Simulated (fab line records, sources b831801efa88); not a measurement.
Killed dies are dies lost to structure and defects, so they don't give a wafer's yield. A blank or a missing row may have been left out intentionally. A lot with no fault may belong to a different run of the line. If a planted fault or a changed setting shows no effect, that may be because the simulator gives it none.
Which of the tools did it? / flow sky130 / 24 lots with 72 wafers sampled at 6 steps, on a route of 708 steps

## WHAT EACH GAUGE READ, for each wafer
SKY_NWELL_OVL_MEAS_23.
lot=L074; measured=day 5 14:56; on=overlay-01; NWELL_01_OVL (nm)=1.4 1.6 3.9
lot=L075; measured=day 6 06:59; on=overlay-01; NWELL_01_OVL (nm)=1.3 2.2 0.6
lot=L077; measured=day 6 07:17; on=overlay-01; NWELL_01_OVL (nm)=2.2 1.0 0.5
lot=L076; measured=day 6 08:20; on=overlay-02; NWELL_01_OVL (nm)=-0.1 -0.4 0.5
lot=L079; measured=day 6 21:02; on=overlay-02; NWELL_01_OVL (nm)=-1.3 -3.1 -1.7
lot=L078; measured=day 6 22:41; on=overlay-01; NWELL_01_OVL (nm)=-1.1 0.8 0.3
lot=L080; measured=day 6 23:20; on=overlay-01; NWELL_01_OVL (nm)=0.7 2.2 2.0
lot=L081; measured=day 7 04:56; on=overlay-01; NWELL_01_OVL (nm)=3.1 2.8 2.1
lot=L082; measured=day 7 05:35; on=overlay-01; NWELL_01_OVL (nm)=0.1 2.1 1.1
lot=L083; measured=day 7 17:49; on=overlay-01; NWELL_01_OVL (nm)=0.9 -0.2 0.1
lot=L084; measured=day 7 18:59; on=overlay-01; NWELL_01_OVL (nm)=-1.4 0.9 1.7
lot=L085; measured=day 8 02:26; on=overlay-01; NWELL_01_OVL (nm)=0.2 2.5 2.1
lot=L086; measured=day 8 07:40; on=overlay-01; NWELL_01_OVL (nm)=2.2 0.4 -0.6
lot=L087; measured=day 8 09:14; on=overlay-01; NWELL_01_OVL (nm)=0.8 1.4 2.3
lot=L088; measured=day 9 00:28; on=overlay-02; NWELL_01_OVL (nm)=1.0 1.7 0.7
lot=L089; measured=day 9 05:35; on=overlay-02; NWELL_01_OVL (nm)=-0.2 1.0 -1.0
lot=L090; measured=day 9 13:07; on=overlay-02; NWELL_01_OVL (nm)=-0.7 -1.9 -1.2
lot=L091; measured=day 9 20:44; on=overlay-01; NWELL_01_OVL (nm)=1.9 0.5 2.8
lot=L092; measured=day 9 22:26; on=overlay-02; NWELL_01_OVL (nm)=-0.5 0.1 -0.4
lot=L093; measured=day 10 04:56; on=overlay-02; NWELL_01_OVL (nm)=0.0 -2.2 -2.6
lot=L094; measured=day 10 11:41; on=overlay-02; NWELL_01_OVL (nm)=-0.1 1.0 0.5
lot=L095; measured=day 10 14:52; on=overlay-01; NWELL_01_OVL (nm)=1.2 0.8 1.1
lot=L096; measured=day 10 21:26; on=overlay-01; NWELL_01_OVL (nm)=2.3 0.5 2.5
lot=L097; measured=day 11 01:44; on=overlay-01; NWELL_01_OVL (nm)=2.4 4.8 4.7

SKY_SD_N_RS_MEAS_16: uses a four-point probe to measure.
lot=L074; measured=day 28 11:53; on=film-metro-02; SD_N_RS (ohm/sq)=68.61 68.55 68.59
lot=L075; measured=day 29 08:47; on=film-metro-04; SD_N_RS (ohm/sq)=68.55 68.39 68.38
lot=L077; measured=day 29 11:04; on=film-metro-04; SD_N_RS (ohm/sq)=68.65 68.36 68.35
lot=L076; measured=day 29 12:34; on=film-metro-04; SD_N_RS (ohm/sq)=68.21 68.46 68.38
lot=L079; measured=day 30 01:40; on=film-metro-04; SD_N_RS (ohm/sq)=68.39 68.48 68.39
lot=L078; measured=day 30 09:38; on=film-metro-04; SD_N_RS (ohm/sq)=68.42 68.45 68.38
lot=L080; measured=day 30 05:54; on=film-metro-02; SD_N_RS (ohm/sq)=68.63 68.63 68.61
lot=L081; measured=day 30 15:51; on=film-metro-02; SD_N_RS (ohm/sq)=68.61 68.57 68.69
lot=L082; measured=day 30 19:08; on=film-metro-03; SD_N_RS (ohm/sq)=68.72 68.57 68.76
lot=L083; measured=day 31 11:19; on=film-metro-04; SD_N_RS (ohm/sq)=68.55 68.57 68.49
lot=L084; measured=day 31 19:33; on=film-metro-04; SD_N_RS (ohm/sq)=68.43 68.38 68.36
lot=L085; measured=day 32 03:37; on=film-metro-03; SD_N_RS (ohm/sq)=68.60 68.68 68.61
lot=L086; measured=day 32 07:41; on=film-metro-03; SD_N_RS (ohm/sq)=68.39 68.58 68.64
lot=L087; measured=day 32 06:07; on=film-metro-03; SD_N_RS (ohm/sq)=68.38 68.74 68.50
lot=L088; measured=day 33 02:43; on=film-metro-03; SD_N_RS (ohm/sq)=68.39 68.37 68.43
lot=L089; measured=day 33 07:43; on=film-metro-04; SD_N_RS (ohm/sq)=68.52 68.38 68.40
lot=L090; measured=day 33 17:43; on=film-metro-03; SD_N_RS (ohm/sq)=68.29 68.34 68.39
lot=L091; measured=day 33 18:22; on=film-metro-04; SD_N_RS (ohm/sq)=68.54 68.52 68.46
lot=L092; measured=day 34 06:17; on=film-metro-02; SD_N_RS (ohm/sq)=68.42 68.59 68.46
lot=L093; measured=day 34 10:53; on=film-metro-04; SD_N_RS (ohm/sq)=68.27 68.38 68.38
lot=L094; measured=day 34 17:40; on=film-metro-02; SD_N_RS (ohm/sq)=68.36 68.41 68.40
lot=L095; measured=day 34 20:28; on=film-metro-03; SD_N_RS (ohm/sq)=68.46 68.50 68.57
lot=L096; measured=day 35 07:47; on=film-metro-02; SD_N_RS (ohm/sq)=68.25 68.24 68.53
lot=L097; measured=day 35 11:34; on=film-metro-03; SD_N_RS (ohm/sq)=68.41 68.40 68.54

SKY_LOCAL_INTERCONNECT_OVL_MEAS_12.
lot=L074; measured=day 30 22:42; on=overlay-01; LOCAL_INTERCONNECT_OVL (nm)=-1 -2 0
lot=L075; measured=day 31 18:03; on=overlay-01; LOCAL_INTERCONNECT_OVL (nm)=-5 8 -3
lot=L077; measured=day 31 20:18; on=overlay-01; LOCAL_INTERCONNECT_OVL (nm)=-2 -5 -1
lot=L076; measured=day 31 23:12; on=overlay-01; LOCAL_INTERCONNECT_OVL (nm)=-5 -5 -8
lot=L079; measured=day 32 13:14; on=overlay-02; LOCAL_INTERCONNECT_OVL (nm)=3 2 2
lot=L078; measured=day 32 19:25; on=overlay-01; LOCAL_INTERCONNECT_OVL (nm)=4 0 -3
lot=L080; measured=day 32 15:39; on=overlay-01; LOCAL_INTERCONNECT_OVL (nm)=-4 -9 -3
lot=L081; measured=day 33 00:48; on=overlay-02; LOCAL_INTERCONNECT_OVL (nm)=-5 1 4
lot=L082; measured=day 33 04:54; on=overlay-02; LOCAL_INTERCONNECT_OVL (nm)=-5 -4 -9
lot=L083; measured=day 33 20:41; on=overlay-02; LOCAL_INTERCONNECT_OVL (nm)=-5 -5 -9
lot=L084; measured=day 34 03:41; on=overlay-02; LOCAL_INTERCONNECT_OVL (nm)=-8 1 -5
lot=L085; measured=day 34 12:23; on=overlay-02; LOCAL_INTERCONNECT_OVL (nm)=-7 5 -5
lot=L086; measured=day 34 14:52; on=overlay-02; LOCAL_INTERCONNECT_OVL (nm)=1 0 0
lot=L087; measured=day 34 13:37; on=overlay-02; LOCAL_INTERCONNECT_OVL (nm)=1 0 5
lot=L088; measured=day 35 09:50; on=overlay-02; LOCAL_INTERCONNECT_OVL (nm)=-10 -6 -8
lot=L089; measured=day 35 14:05; on=overlay-02; LOCAL_INTERCONNECT_OVL (nm)=-3 -3 2
lot=L090; measured=day 36 01:09; on=overlay-02; LOCAL_INTERCONNECT_OVL (nm)=5 3 2
lot=L091; measured=day 36 01:31; on=overlay-02; LOCAL_INTERCONNECT_OVL (nm)=4 -3 0
lot=L092; measured=day 36 13:19; on=overlay-02; LOCAL_INTERCONNECT_OVL (nm)=-9 -1 -2
lot=L093; measured=day 36 17:15; on=overlay-02; LOCAL_INTERCONNECT_OVL (nm)=-3 -4 -4
lot=L094; measured=day 36 23:48; on=overlay-01; LOCAL_INTERCONNECT_OVL (nm)=-2 2 -3
lot=L095; measured=day 37 02:14; on=overlay-02; LOCAL_INTERCONNECT_OVL (nm)=3 7 -4
lot=L096; measured=day 37 14:58; on=overlay-02; LOCAL_INTERCONNECT_OVL (nm)=6 3 7
lot=L097; measured=day 37 19:01; on=overlay-01; LOCAL_INTERCONNECT_OVL (nm)=-1 -5 -7

SKY_CONTACT_RS_MEAS_25: uses a four-point probe to measure.
lot=L074; measured=day 32 04:47; on=film-metro-03; CONTACT_W_RS (ohm/sq)=0.333 0.332 0.344
lot=L075; measured=day 32 23:34; on=film-metro-02; CONTACT_W_RS (ohm/sq)=0.328 0.332 0.334
lot=L077; measured=day 33 01:32; on=film-metro-01; CONTACT_W_RS (ohm/sq)=0.338 0.342 0.336
lot=L076; measured=day 33 04:32; on=film-metro-01; CONTACT_W_RS (ohm/sq)=0.340 0.334 0.334
lot=L079; measured=day 33 17:38; on=film-metro-01; CONTACT_W_RS (ohm/sq)=0.331 0.331 0.338
lot=L078; measured=day 34 00:06; on=film-metro-03; CONTACT_W_RS (ohm/sq)=0.334 0.333 0.338
lot=L080; measured=day 33 20:56; on=film-metro-03; CONTACT_W_RS (ohm/sq)=0.337 0.340 0.335
lot=L081; measured=day 34 06:02; on=film-metro-01; CONTACT_W_RS (ohm/sq)=0.338 0.329 0.339
lot=L082; measured=day 34 10:49; on=film-metro-01; CONTACT_W_RS (ohm/sq)=0.332 0.338 0.340
lot=L083; measured=day 35 01:47; on=film-metro-01; CONTACT_W_RS (ohm/sq)=0.338 0.337 0.324
lot=L084; measured=day 35 07:55; on=film-metro-01; CONTACT_W_RS (ohm/sq)=0.324 0.339 0.327
lot=L085; measured=day 35 16:23; on=film-metro-02; CONTACT_W_RS (ohm/sq)=0.339 0.336 0.336
lot=L086; measured=day 35 19:40; on=film-metro-03; CONTACT_W_RS (ohm/sq)=0.341 0.340 0.342
lot=L087; measured=day 35 18:22; on=film-metro-01; CONTACT_W_RS (ohm/sq)=0.341 0.333 0.341
lot=L088; measured=day 36 14:14; on=film-metro-02; CONTACT_W_RS (ohm/sq)=0.325 0.339 0.328
lot=L089; measured=day 36 19:23; on=film-metro-03; CONTACT_W_RS (ohm/sq)=0.331 0.331 0.337
lot=L090; measured=day 37 05:37; on=film-metro-01; CONTACT_W_RS (ohm/sq)=0.341 0.341 0.338
lot=L091; measured=day 37 05:59; on=film-metro-03; CONTACT_W_RS (ohm/sq)=0.339 0.341 0.335
lot=L092; measured=day 37 18:36; on=film-metro-01; CONTACT_W_RS (ohm/sq)=0.339 0.338 0.333
lot=L093; measured=day 37 21:47; on=film-metro-02; CONTACT_W_RS (ohm/sq)=0.342 0.337 0.344
lot=L094; measured=day 38 03:55; on=film-metro-03; CONTACT_W_RS (ohm/sq)=0.343 0.342 0.340
lot=L095; measured=day 38 05:59; on=film-metro-03; CONTACT_W_RS (ohm/sq)=0.343 0.337 0.335
lot=L096; measured=day 38 18:05; on=film-metro-02; CONTACT_W_RS (ohm/sq)=0.335 0.335 0.334
lot=L097; measured=day 38 22:44; on=film-metro-01; CONTACT_W_RS (ohm/sq)=0.334 0.335 0.343

## TOOL THAT RAN EACH LOT (tool first, then ch and the chambers of the sampled wafers, then the start)
lot=L074; SKY_LDD_HVP_STRIP_09=plasma-asher-04 ch 0,1, day 22 04:40; SKY_LDD_LDN_STRIP_12=plasma-asher-03 ch 0,1, day 23 11:33
lot=L075; SKY_LDD_HVP_STRIP_09=plasma-asher-02 ch 0,1, day 23 02:34; SKY_LDD_LDN_STRIP_12=plasma-asher-03 ch 0,1, day 24 09:25
lot=L077; SKY_LDD_HVP_STRIP_09=plasma-asher-01 ch 0,1, day 23 04:45; SKY_LDD_LDN_STRIP_12=plasma-asher-03 ch 0,1, day 24 11:30
lot=L076; SKY_LDD_HVP_STRIP_09=plasma-asher-02 ch 0,1, day 23 04:49; SKY_LDD_LDN_STRIP_12=plasma-asher-02 ch 0,1, day 24 11:30
lot=L079; SKY_LDD_HVP_STRIP_09=plasma-asher-04 ch 0,1, day 23 22:04; SKY_LDD_LDN_STRIP_12=plasma-asher-02 ch 0,1, day 25 04:24
lot=L078; SKY_LDD_HVP_STRIP_09=plasma-asher-01 ch 1, day 24 07:40; SKY_LDD_LDN_STRIP_12=plasma-asher-03 ch 0,1, day 25 13:48
lot=L080; SKY_LDD_HVP_STRIP_09=plasma-asher-01 ch 0,1, day 24 03:19; SKY_LDD_LDN_STRIP_12=plasma-asher-02 ch 0,1, day 25 08:15
lot=L081; SKY_LDD_HVP_STRIP_09=plasma-asher-02 ch 0,1, day 24 14:00; SKY_LDD_LDN_STRIP_12=plasma-asher-02 ch 0,1, day 25 19:53
lot=L082; SKY_LDD_HVP_STRIP_09=plasma-asher-02 ch 0,1, day 24 15:16; SKY_LDD_LDN_STRIP_12=plasma-asher-02 ch 0,1, day 25 21:25
lot=L083; SKY_LDD_HVP_STRIP_09=plasma-asher-01 ch 1, day 25 10:37; SKY_LDD_LDN_STRIP_12=plasma-asher-01 ch 0,1, day 26 16:31
lot=L084; SKY_LDD_HVP_STRIP_09=plasma-asher-02 ch 0,1, day 25 16:28; SKY_LDD_LDN_STRIP_12=plasma-asher-03 ch 0,1, day 26 22:49
lot=L085; SKY_LDD_HVP_STRIP_09=plasma-asher-02 ch 0, day 26 00:40; SKY_LDD_LDN_STRIP_12=plasma-asher-02 ch 0, day 27 06:13
lot=L086; SKY_LDD_HVP_STRIP_09=plasma-asher-02 ch 0, day 26 07:19; SKY_LDD_LDN_STRIP_12=plasma-asher-03 ch 0,1, day 27 12:49
lot=L087; SKY_LDD_HVP_STRIP_09=plasma-asher-02 ch 0,1, day 26 06:07; SKY_LDD_LDN_STRIP_12=plasma-asher-03 ch 0,1, day 27 11:31
lot=L088; SKY_LDD_HVP_STRIP_09=plasma-asher-02 ch 0,1, day 27 03:25; SKY_LDD_LDN_STRIP_12=plasma-asher-01 ch 0,1, day 28 08:27
lot=L089; SKY_LDD_HVP_STRIP_09=plasma-asher-04 ch 0,1, day 27 09:10; SKY_LDD_LDN_STRIP_12=plasma-asher-01 ch 0,1, day 28 13:28
lot=L090; SKY_LDD_HVP_STRIP_09=plasma-asher-01 ch 0,1, day 27 19:10; SKY_LDD_LDN_STRIP_12=plasma-asher-03 ch 1, day 29 00:12
lot=L091; SKY_LDD_HVP_STRIP_09=plasma-asher-04 ch 0,1, day 27 21:36; SKY_LDD_LDN_STRIP_12=plasma-asher-03 ch 0,1, day 29 02:06
lot=L092; SKY_LDD_HVP_STRIP_09=plasma-asher-02 ch 0,1, day 28 07:55; SKY_LDD_LDN_STRIP_12=plasma-asher-03 ch 0,1, day 29 12:51
lot=L093; SKY_LDD_HVP_STRIP_09=plasma-asher-04 ch 0,1, day 28 12:25; SKY_LDD_LDN_STRIP_12=plasma-asher-01 ch 0,1, day 29 18:00
lot=L094; SKY_LDD_HVP_STRIP_09=plasma-asher-01 ch 0,1, day 28 21:37; SKY_LDD_LDN_STRIP_12=plasma-asher-03 ch 0,1, day 30 02:34
lot=L095; SKY_LDD_HVP_STRIP_09=plasma-asher-04 ch 0,1, day 29 00:07; SKY_LDD_LDN_STRIP_12=plasma-asher-01 ch 0,1, day 30 05:24
lot=L096; SKY_LDD_HVP_STRIP_09=plasma-asher-04 ch 0,1, day 29 13:31; SKY_LDD_LDN_STRIP_12=plasma-asher-02 ch 0,1, day 30 18:10
lot=L097; SKY_LDD_HVP_STRIP_09=plasma-asher-02 ch 0,1, day 29 15:39; SKY_LDD_LDN_STRIP_12=plasma-asher-03 ch 0,1, day 30 20:02
- SKY_LDD_HVP_STRIP_09: strips in O2/N2.
- SKY_LDD_LDN_STRIP_12: strips in O2/N2.

## WHAT THE TOOLS THEMSELVES READ (means of the sampled wafers that have a number; where no wafer has one, the mark that the record gives instead)
SKY_LDD_HVP_STRIP_09.
lot=L074; tool=plasma-asher-04; drypump-motor-current-A (A)=5.7; oes-product-au (a.u.)=0.410; strip-time-to-endpoint-s (s)=4.143
lot=L075; tool=plasma-asher-02; drypump-motor-current-A (A)=5.0; oes-product-au (a.u.)=0.413; strip-time-to-endpoint-s (s)=4.128
lot=L077; tool=plasma-asher-01; drypump-motor-current-A (A)=6.2; oes-product-au (a.u.)=0.409; strip-time-to-endpoint-s (s)=4.150
lot=L076; tool=plasma-asher-02; drypump-motor-current-A (A)=5.0; oes-product-au (a.u.)=0.407; strip-time-to-endpoint-s (s)=4.103
lot=L079; tool=plasma-asher-04; drypump-motor-current-A (A)=5.7; oes-product-au (a.u.)=0.407; strip-time-to-endpoint-s (s)=4.141
lot=L078; tool=plasma-asher-01; drypump-motor-current-A (A)=6.1; oes-product-au (a.u.)=0.409; strip-time-to-endpoint-s (s)=4.151
lot=L080; tool=plasma-asher-01; drypump-motor-current-A (A)=6.2; oes-product-au (a.u.)=0.404; strip-time-to-endpoint-s (s)=4.136
lot=L081; tool=plasma-asher-02; drypump-motor-current-A (A)=5.2; oes-product-au (a.u.)=0.407; strip-time-to-endpoint-s (s)=4.135
lot=L082; tool=plasma-asher-02; drypump-motor-current-A (A)=5.2; oes-product-au (a.u.)=0.404; strip-time-to-endpoint-s (s)=4.136
lot=L083; tool=plasma-asher-01; drypump-motor-current-A (A)=6.2; oes-product-au (a.u.)=0.409; strip-time-to-endpoint-s (s)=4.115
lot=L084; tool=plasma-asher-02; drypump-motor-current-A (A)=5.0; oes-product-au (a.u.)=0.415; strip-time-to-endpoint-s (s)=4.130
lot=L085; tool=plasma-asher-02; drypump-motor-current-A (A)=5.4; oes-product-au (a.u.)=0.410; strip-time-to-endpoint-s (s)=4.160
lot=L086; tool=plasma-asher-02; drypump-motor-current-A (A)=5.4; oes-product-au (a.u.)=0.410; strip-time-to-endpoint-s (s)=4.138
lot=L087; tool=plasma-asher-02; drypump-motor-current-A (A)=5.0; oes-product-au (a.u.)=0.408; strip-time-to-endpoint-s (s)=4.148
lot=L088; tool=plasma-asher-02; drypump-motor-current-A (A)=5.0; oes-product-au (a.u.)=0.409; strip-time-to-endpoint-s (s)=4.159
lot=L089; tool=plasma-asher-04; drypump-motor-current-A (A)=5.7; oes-product-au (a.u.)=0.411; strip-time-to-endpoint-s (s)=4.131
lot=L090; tool=plasma-asher-01; drypump-motor-current-A (A)=6.2; oes-product-au (a.u.)=0.408; strip-time-to-endpoint-s (s)=4.135
lot=L091; tool=plasma-asher-04; drypump-motor-current-A (A)=5.7; oes-product-au (a.u.)=0.411; strip-time-to-endpoint-s (s)=4.118
lot=L092; tool=plasma-asher-02; drypump-motor-current-A (A)=5.0; oes-product-au (a.u.)=0.411; strip-time-to-endpoint-s (s)=4.128
lot=L093; tool=plasma-asher-04; drypump-motor-current-A (A)=5.5; oes-product-au (a.u.)=0.411; strip-time-to-endpoint-s (s)=4.140
lot=L094; tool=plasma-asher-01; drypump-motor-current-A (A)=6.2; oes-product-au (a.u.)=0.408; strip-time-to-endpoint-s (s)=4.127
lot=L095; tool=plasma-asher-04; drypump-motor-current-A (A)=5.7; oes-product-au (a.u.)=0.410; strip-time-to-endpoint-s (s)=4.151
lot=L096; tool=plasma-asher-04; drypump-motor-current-A (A)=5.6; oes-product-au (a.u.)=0.406; strip-time-to-endpoint-s (s)=4.141
lot=L097; tool=plasma-asher-02; drypump-motor-current-A (A)=5.2; oes-product-au (a.u.)=0.410; strip-time-to-endpoint-s (s)=4.167

SKY_LDD_LDN_STRIP_12.
lot=L074; tool=plasma-asher-03; drypump-motor-current-A (A)=5.9; oes-product-au (a.u.)=0.715; strip-time-to-endpoint-s (s)=14.24
lot=L075; tool=plasma-asher-03; drypump-motor-current-A (A)=5.9; oes-product-au (a.u.)=0.718; strip-time-to-endpoint-s (s)=14.18
lot=L077; tool=plasma-asher-03; drypump-motor-current-A (A)=5.9; oes-product-au (a.u.)=0.718; strip-time-to-endpoint-s (s)=14.13
lot=L076; tool=plasma-asher-02; drypump-motor-current-A (A)=5.2; oes-product-au (a.u.)=0.713; strip-time-to-endpoint-s (s)=14.18
lot=L079; tool=plasma-asher-02; drypump-motor-current-A (A)=5.0; oes-product-au (a.u.)=0.717; strip-time-to-endpoint-s (s)=14.14
lot=L078; tool=plasma-asher-03; drypump-motor-current-A (A)=5.6; oes-product-au (a.u.)=0.713; strip-time-to-endpoint-s (s)=14.26
lot=L080; tool=plasma-asher-02; drypump-motor-current-A (A)=5.0; oes-product-au (a.u.)=0.717; strip-time-to-endpoint-s (s)=14.13
lot=L081; tool=plasma-asher-02; drypump-motor-current-A (A)=5.0; oes-product-au (a.u.)=0.716; strip-time-to-endpoint-s (s)=14.23
lot=L082; tool=plasma-asher-02; drypump-motor-current-A (A)=5.0; oes-product-au (a.u.)=0.714; strip-time-to-endpoint-s (s)=14.17
lot=L083; tool=plasma-asher-01; drypump-motor-current-A (A)=6.2; oes-product-au (a.u.)=0.714; strip-time-to-endpoint-s (s)=14.22
lot=L084; tool=plasma-asher-03; drypump-motor-current-A (A)=5.6; oes-product-au (a.u.)=0.715; strip-time-to-endpoint-s (s)=14.18
lot=L085; tool=plasma-asher-02; drypump-motor-current-A (A)=5.5; oes-product-au (a.u.)=0.710; strip-time-to-endpoint-s (s)=14.13
lot=L086; tool=plasma-asher-03; drypump-motor-current-A (A)=5.9; oes-product-au (a.u.)=0.717; strip-time-to-endpoint-s (s)=14.26
lot=L087; tool=plasma-asher-03; drypump-motor-current-A (A)=5.6; oes-product-au (a.u.)=0.716; strip-time-to-endpoint-s (s)=14.18
lot=L088; tool=plasma-asher-01; drypump-motor-current-A (A)=6.2; oes-product-au (a.u.)=0.720; strip-time-to-endpoint-s (s)=14.25
lot=L089; tool=plasma-asher-01; drypump-motor-current-A (A)=6.3; oes-product-au (a.u.)=0.716; strip-time-to-endpoint-s (s)=14.20
lot=L090; tool=plasma-asher-03; drypump-motor-current-A (A)=5.3; oes-product-au (a.u.)=0.715; strip-time-to-endpoint-s (s)=14.25
lot=L091; tool=plasma-asher-03; drypump-motor-current-A (A)=5.6; oes-product-au (a.u.)=0.718; strip-time-to-endpoint-s (s)=14.21
lot=L092; tool=plasma-asher-03; drypump-motor-current-A (A)=5.9; oes-product-au (a.u.)=0.713; strip-time-to-endpoint-s (s)=14.19
lot=L093; tool=plasma-asher-01; drypump-motor-current-A (A)=6.2; oes-product-au (a.u.)=0.715; strip-time-to-endpoint-s (s)=14.17
lot=L094; tool=plasma-asher-03; drypump-motor-current-A (A)=5.9; oes-product-au (a.u.)=0.716; strip-time-to-endpoint-s (s)=14.19
lot=L095; tool=plasma-asher-01; drypump-motor-current-A (A)=6.2; oes-product-au (a.u.)=0.714; strip-time-to-endpoint-s (s)=14.24
lot=L096; tool=plasma-asher-02; drypump-motor-current-A (A)=5.0; oes-product-au (a.u.)=0.716; strip-time-to-endpoint-s (s)=14.22
lot=L097; tool=plasma-asher-03; drypump-motor-current-A (A)=5.6; oes-product-au (a.u.)=0.716; strip-time-to-endpoint-s (s)=14.21

## THE ANSWER, worked out from the rows above alone
Rule: the usual values come from the lots themselves. Put in order of their means at a reading, lots are off if they are a third of the lots or fewer, leave a main group of 4 or more, and stand apart from it by a gap of 3 or more times the standard deviation of the main group's means; of several such gaps the widest counts. A main group is skipped when, at the precision printed for the reading in the tables above, its means are all equal. A lot without any number at a reading at which 4 lots or more have one is off too. Any other lot the step has rows for is counted as sound. The gauges are gone through in route order, then the tools' own readings, and for those a lot's mean is taken as printed above. At the first step where some lot is off, the reading lying furthest off is the one used; lots without a number count as furthest.
No lot is off at any reading shown: from this, nothing can be told.

## WHAT THE SIMULATOR HAD PUT IN
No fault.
